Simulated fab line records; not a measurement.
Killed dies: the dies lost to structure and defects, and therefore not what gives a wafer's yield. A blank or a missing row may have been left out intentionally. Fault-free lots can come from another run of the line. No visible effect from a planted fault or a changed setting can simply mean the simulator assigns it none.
Which tool is to blame? | flow sfq-line | 14 lots with 42 wafers sampled at 2 steps, on a route of 325 steps

WHAT EACH GAUGE READ, for each wafer
SFQ_M0_RS_MEAS_904: the measuring method here is four-point-probe. Usual: M0_NB_RS 0.884 ohm/sq, standard deviation 0.012.
lot  | measured     | on            | M0_NB_RS (ohm/sq)                   | flag
L580 | day 5 16:40  | film-metro-03 | 0.919 0.889 0.886                   |
L581 | day 5 21:29  | film-metro-02 | 0.876 0.870 0.863                   |
L583 | day 6 07:31  | film-metro-02 | 0.896 0.876 0.893                   |
L584 | day 6 11:08  | film-metro-03 | 0.878 0.876 0.883                   |
L586 | day 7 00:23  | film-metro-03 | 0.905 0.888 0.886                   |
L589 | day 7 14:49  | film-metro-02 | 0.860 0.856 0.858                   |
L590 | day 8 01:51  | film-metro-03 | 0.889 0.883 0.892                   |
L591 | day 8 05:11  | film-metro-01 | 0.873 0.879 0.901                   |
L592 | day 8 11:18  | film-metro-01 | 0.877 0.877 0.879                   |
L597 | day 9 19:29  | film-metro-02 | 0.886 0.896 0.900                   |
L598 | day 10 02:29 | film-metro-03 | 0.898 0.895 0.609 0.896 0.895 0.609 | OFF
L600 | day 10 12:06 | film-metro-03 | 0.900 0.895 0.888                   |
L601 | day 10 19:18 | film-metro-01 | 0.605 0.877 0.882 0.606 0.876 0.883 | OFF
L603 | day 11 01:20 | film-metro-01 | 0.892 0.886 0.882                   |

TOOL THAT RAN EACH LOT (tool first, then ch and the chambers of the sampled wafers, then the start)
lot  | SFQ_TRILAYER_M0_DEP_SPUTTER_019
L580 | pvd-sputter-05, day 5 16:35
L581 | pvd-sputter-05, day 5 21:23
L583 | pvd-sputter-05, day 6 07:25
L584 | pvd-sputter-05, day 6 11:00
L586 | pvd-sputter-06, day 7 00:18
L589 | pvd-sputter-04, day 7 14:43
L590 | pvd-sputter-05, day 8 01:43
L591 | pvd-sputter-04, day 8 05:06
L592 | pvd-sputter-04, day 8 11:11
L597 | pvd-sputter-05, day 9 19:24
L598 | pvd-sputter-04, day 10 02:24
L600 | pvd-sputter-05, day 10 12:00
L601 | pvd-sputter-04, day 10 19:12
L603 | pvd-sputter-05, day 11 01:12
- SFQ_TRILAYER_M0_DEP_SPUTTER_019: material Nb, target thk 200 nm, time 133.3 s.

AS READ BY THE TOOLS THEMSELVES (means over the sampled wafers that have a number; for cases with no such wafer, the mark the record gives instead)
SFQ_TRILAYER_M0_DEP_SPUTTER_019. Usual: base-pressure-pa 1.33e-06 Pa, standard deviation 1e-07; resputter-cathode-voltage-v 400 V, standard deviation 3.9; throttle-valve-pct 29.7 %, standard deviation 0.54.
lot  | tool           | base-pressure-pa (Pa) | resputter-cathode-voltage-v (V) | throttle-valve-pct (%) | flag
L580 | pvd-sputter-05 | 1.28e-06              | 402                             | 29.9                   |
L581 | pvd-sputter-05 | 1.34e-06              | 399                             | 29.8                   |
L583 | pvd-sputter-05 | 1.30e-06              | 403                             | 29.7                   |
L584 | pvd-sputter-05 | 1.32e-06              | 400                             | 29.5                   |
L586 | pvd-sputter-06 | 1.34e-06              | 401                             | 29.6                   |
L589 | pvd-sputter-04 | 1.37e-06              | 402                             | 30.2                   |
L590 | pvd-sputter-05 | 1.32e-06              | 402                             | 30.2                   |
L591 | pvd-sputter-04 | 1.43e-06              | 398                             | 29.6                   |
L592 | pvd-sputter-04 | 1.18e-06              | 402                             | 30.3                   |
L597 | pvd-sputter-05 | 1.29e-06              | 398                             | 29.8                   |
L598 | pvd-sputter-04 | 1.32e-06              | 403                             | 29.5                   |
L600 | pvd-sputter-05 | 1.31e-06              | 400                             | 29.8                   |
L601 | pvd-sputter-04 | 1.39e-06              | 396                             | 29.5                   |
L603 | pvd-sputter-05 | 1.37e-06              | 404                             | 29.8                   |

THE ANSWER, worked out from the rows above alone
Rule: a lot is off if the mean of its wafers that have a number lies more than 3 standard deviations from the usual mean. Also off: a lot with no number at a reading for which 4 or more lots have one. The other lots that the step has rows for count as sound. The gauges are gone through in route order, then the tools' own readings, and for those a lot's mean is taken as printed above. The first step at which some lot is off is used, and at that step the reading that is off furthest; a lot without a number counts as furthest.
Off: L598, L601, seen at SFQ_M0_RS_MEAS_904 (M0_NB_RS).
If a tool, at a process step before that reading, ran all the lots that are off and no sound lot after the first of them, it fits. Those tools and the gauges at SFQ_M0_RS_MEAS_904 are tried in the same way. One fits: SFQ_TRILAYER_M0_DEP_SPUTTER_019 on pvd-sputter-04. A fault onset in the window from L592 (day 8 11:11, its last sound lot) to L598 (day 10 02:24, its first lot off) fits.

WHAT THE SIMULATOR HAD INSERTED
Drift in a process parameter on pvd-sputter-04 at SFQ_TRILAYER_M0_DEP_SPUTTER_019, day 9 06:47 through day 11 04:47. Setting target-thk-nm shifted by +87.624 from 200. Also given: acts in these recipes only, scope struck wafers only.
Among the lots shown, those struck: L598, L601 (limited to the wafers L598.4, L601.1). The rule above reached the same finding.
